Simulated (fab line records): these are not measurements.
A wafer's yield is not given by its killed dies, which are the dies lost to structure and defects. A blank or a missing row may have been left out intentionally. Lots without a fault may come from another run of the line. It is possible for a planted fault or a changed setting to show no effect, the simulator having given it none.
Chamber matching	flow gf180mcu	GF_V5_CMP_04 on cmp-01: 4 sister chambers
The step polishes SiO2. 4 wafers are shown with their chamber, then 7 later ones without.

== EACH WAFER AND ITS CHAMBER ==
wafer	chamber	motor_current_A (A)
L832.1	3	14.0
L838.2	0	13.5
L838.6	1	12.3
L839.5	2	11.2

== WAFERS WITHOUT THEIR CHAMBER ==
wafer	motor_current_A (A)
L839.6	13.3
L844.1	11.6
L844.2	12.4
L844.5	11.4
L849.1	11.7
L849.3	10.7
L849.6	13.1

== CHAMBER TAKEN BY EACH ==
wafer	from the rows above	in truth
L839.6	can't be placed: 0 or 3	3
L844.1	can't be placed: 2 or 1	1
L844.2	1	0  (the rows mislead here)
L844.5	can't be placed: 2 or 1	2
L849.1	can't be placed: 2 or 1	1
L849.3	2	2
L849.6	can't be placed: 0 or 1 or 3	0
Placed correctly: 1 of 7. Unplaceable from these rows: 5, with the true chamber sitting among the candidates in 5. 1 placed wrongly.
How it was worked out, from the rows above alone: a wafer's distance from a chamber is the root of the sum, over the readings, of the square of ((its reading less the chamber's mean) divided by the reading's scatter). The wafer belongs to the nearest chamber; if the next one is less than 2 further off, it can't be placed. A chamber's mean is the mean of its shown wafers. The scatter (one wafer shown for each chamber): square how far every hidden wafer sits from the nearest shown wafer, average those squares and take the square root.
